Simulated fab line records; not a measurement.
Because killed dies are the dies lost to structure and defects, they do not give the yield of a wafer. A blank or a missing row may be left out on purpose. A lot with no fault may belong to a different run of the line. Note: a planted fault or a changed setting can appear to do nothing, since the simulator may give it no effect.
A lot that was struck, set against a sound lot / flow sfq-line / 42 steps out of a route of 325
Sound: the wafers L411.2, L411.4, L411.6. Struck: wafer L419.4. (L419.1, L419.2 of the same lot were not struck and are left out.) The cause comes at the end.
Per side, at each step with rows, come the tool, then ch with its chambers, and then its first start. Under that, the readings that differ: sound wafers / struck wafers / difference of the means / sigmas: that difference in standard deviations of wafers without a fault.
alike: readings whose means differ by less than 2 such deviations, and words and numbers that are the same on both sides. not compared: withheld readings, readings that some wafer has no value for, bounds like >300 that may hide the same value, and numbers for which the record gives no deviation and whose values overlap.
The two part at a step that has a row with sigmas, a row that says differs or no value, or rows on one side only. Numbers that don't overlap but have no deviation are shown without sigmas and don't part them. A reading that every wafer of one side lacks parts them only if that side has two wafers or more.

first, 6 steps without rows for these wafers: SFQ_TRILAYER_L0_VIA_LITHO_COAT_018 (resist thk 62 nm); SFQ_TRILAYER_L0_VIA_LITHO_COAT_013 (resist thk 650 nm); SFQ_TRILAYER_L0_VIA_LITHO_SOFTBAKE_017; SFQ_TRILAYER_L0_VIA_LITHO_EXPOSE_014 (exposes mask L0V, target cd 700 nm); SFQ_TRILAYER_L0_VIA_LITHO_PEB_016 (peb time 60 s); SFQ_TRILAYER_L0_VIA_LITHO_DEVELOP_015 (time 60 s).
SFQ_L0V_OVL_MEAS_903:
  sound on overlay-01 at day 9 23:04; struck on overlay-02 at day 12 03:52
  alike: L0V_OVL
SFQ_TRILAYER_L0_VIA_BARC_OPEN_VIA_ETCH_021: etches BARC in O2, target depth 125 nm, time 41.7 s.
  sound on rie-diel-04 ch 1,2,3, day 9 23:05; struck on rie-diel-04 ch 1, day 12 03:53
  alike: drypump-motor-current-A, oes-product-au, rf-fwd-power-W
  not compared: rf-hours-counter-h
SFQ_TRILAYER_L0_VIA_ETCH_VIA_ETCH_016: etches SiO2 in CHF3, stops on MoNx KI, target depth 80 nm.
  sound on rie-diel-04 ch 1,2,3, day 9 23:08; struck on rie-diel-04 ch 1, day 12 03:56
  alike: drypump-motor-current-A, oes-product-au, rf-fwd-power-W
SFQ_TRILAYER_L0_VIA_STRIP_STRIP_017: strips in O2.
  sound on rie-metal-01 ch 0, day 9 23:11; struck on rie-metal-02 ch 1, day 12 03:59
reading=drypump-motor-current-A (A); sound=5.4 5.4 5.4; struck=6.4; difference=+1.0; sigmas=+3
  alike: oes-product-au
  not compared: rf-hours-counter-h
then, 2 steps without rows for these wafers: SFQ_TRILAYER_L0_VIA_STRIP_SOLV_CLEAN_018 (cleans in NMP, time 600 s); SFQ_TRILAYER_M0_DEP_PRE_CLEAN_020 (time 15 s).
SFQ_TRILAYER_M0_DEP_SPUTTER_019: material Nb, target thk 200 nm, time 133.3 s.
  sound on pvd-sputter-04 at day 9 23:59; struck on pvd-sputter-04 at day 12 04:47
reading=model.Nb_of_TRILAYER_M0_DEP_SPUTTER_019.thk-nm (nm); sound=196.7 197.1 198.4; struck=165.3; difference=-32.1; sigmas=
  alike: throttle-valve-pct
SFQ_M0_RS_MEAS_904: the measuring method here is four-point-probe.
  sound on film-metro-03 at day 10 00:05; struck on film-metro-03 at day 12 04:52
reading=M0_NB_RS (ohm/sq); sound=0.903 0.903 0.898; struck=1.077; difference=+0.176; sigmas=+18
then, 6 steps without rows for these wafers: SFQ_TRILAYER_M0_LITHO_COAT_026 (resist thk 62 nm); SFQ_TRILAYER_M0_LITHO_COAT_021 (resist thk 600 nm); SFQ_TRILAYER_M0_LITHO_SOFTBAKE_025; SFQ_TRILAYER_M0_LITHO_EXPOSE_022 (exposes mask M0, target cd 500 nm); SFQ_TRILAYER_M0_LITHO_PEB_024 (peb time 60 s); SFQ_TRILAYER_M0_LITHO_DEVELOP_023 (time 60 s).
-- the record jumps here: 5 days lie between the struck wafers' starts before and after --
SFQ_M0_OVL_MEAS_906:
  sound on overlay-01 at day 14 12:23; struck on overlay-02 at day 17 13:23
  alike: M0_OVL
then, 1 step without rows for these wafers: SFQ_TRILAYER_M0_BARC_OPEN_METAL_ETCH_031 (etches BARC in O2, target depth 125 nm, time 41.7 s).
SFQ_TRILAYER_M0_ETCH_METAL_ETCH_024: etches Nb in Cl2/Ar, stops on SiO2, target depth 240 nm, time 120 s.
  sound on rie-metal-03 ch 0, day 14 12:35; struck on rie-metal-04 ch 1, day 17 13:33
reading=oes-product-au (a.u.); sound=0.885 0.904 0.895; struck=0.810; difference=-0.085; sigmas=-11
  alike: drypump-motor-current-A, rf-fwd-power-W
  not compared: rf-hours-counter-h
SFQ_TRILAYER_M0_STRIP_STRIP_025: strips in O2.
  sound on rie-metal-03 ch 0, day 14 12:59; struck on rie-metal-04 ch 1, day 17 13:48
reading=oes-product-au (a.u.); sound=0.982 0.992 0.992; struck=1.007; difference=+0.018; sigmas=+2
  alike: drypump-motor-current-A
  not compared: rf-hours-counter-h
then, 3 steps without rows for these wafers: SFQ_TRILAYER_M0_STRIP_SOLV_CLEAN_026 (cleans in NMP, time 600 s); SFQ_TRILAYER_I0_DEP_PECVD_027 (deposits SiO2 from SiH4/N2O, time 111.11 s, target thk 500 nm); SFQ_TRILAYER_I0_CMP_CMP_028 (polishes SiO2).
SFQ_I0_BOW_MEAS_907:
  sound on film-metro-01 at day 14 18:54; struck on film-metro-02 at day 17 18:16
  alike: I0_BOW
SFQ_TRILAYER_I0_METRO_MEASURE_029:
  sound on film-metro-01 at day 14 19:12; struck on film-metro-02 at day 17 18:23
  alike: thk-nm
then, 6 steps without rows for these wafers: SFQ_TRILAYER_I0_VIA_LITHO_COAT_036 (resist thk 62 nm); SFQ_TRILAYER_I0_VIA_LITHO_COAT_031 (resist thk 650 nm); SFQ_TRILAYER_I0_VIA_LITHO_SOFTBAKE_035; SFQ_TRILAYER_I0_VIA_LITHO_EXPOSE_032 (exposes mask I0, target cd 500 nm); SFQ_TRILAYER_I0_VIA_LITHO_PEB_034 (peb time 60 s); SFQ_TRILAYER_I0_VIA_LITHO_DEVELOP_033 (time 60 s).
-- the record jumps here: 7 days lie between the struck wafers' starts before and after --
SFQ_I0_OVL_MEAS_908:
  sound on overlay-01 at day 20 15:10; struck on overlay-01 at day 24 12:49
  alike: I0_OVL
then, 5 steps without rows for these wafers: SFQ_TRILAYER_I0_VIA_BARC_OPEN_VIA_ETCH_046 (etches BARC in O2, target depth 125 nm, time 41.7 s); SFQ_TRILAYER_I0_VIA_ETCH_VIA_ETCH_034 (etches SiO2 in CHF3, stops on Nb, target depth 260 nm); SFQ_TRILAYER_I0_VIA_STRIP_STRIP_035 (strips in O2); SFQ_TRILAYER_I0_VIA_STRIP_SOLV_CLEAN_036 (cleans in NMP, time 600 s); SFQ_TRILAYER_M1_DEP_PRE_CLEAN_038 (time 22.5 s).
-- the record jumps here: 67 days lie between the struck wafers' starts before and after --
SFQ_M8_BOW_MEAS_951:
  sound on film-metro-04 at day 81 06:31; struck on film-metro-02 at day 91 08:32
reading=model.etest.m0.ohm-um; sound=1.799 1.79 1.783; struck=2.132; difference=+0.341; sigmas=
reading=model.etest.m0.ohm-sq; sound=0.9046 0.9027 0.8967; struck=1.077; difference=+0.176; sigmas=
reading=model.etest.i0.link-ohm; sound=2.003 1.993 1.99; struck=2.153; difference=+0.158; sigmas=
  alike: M8_BOW

WHERE THEY PART
At SFQ_TRILAYER_L0_VIA_STRIP_STRIP_017 first; at SFQ_TRILAYER_M0_STRIP_STRIP_025 last (within this record only). Later steps at which nothing parts them and some readings are alike: SFQ_I0_BOW_MEAS_907, SFQ_TRILAYER_I0_METRO_MEASURE_029, SFQ_I0_OVL_MEAS_908, SFQ_M8_BOW_MEAS_951.

WHY: the cause the simulator had injected
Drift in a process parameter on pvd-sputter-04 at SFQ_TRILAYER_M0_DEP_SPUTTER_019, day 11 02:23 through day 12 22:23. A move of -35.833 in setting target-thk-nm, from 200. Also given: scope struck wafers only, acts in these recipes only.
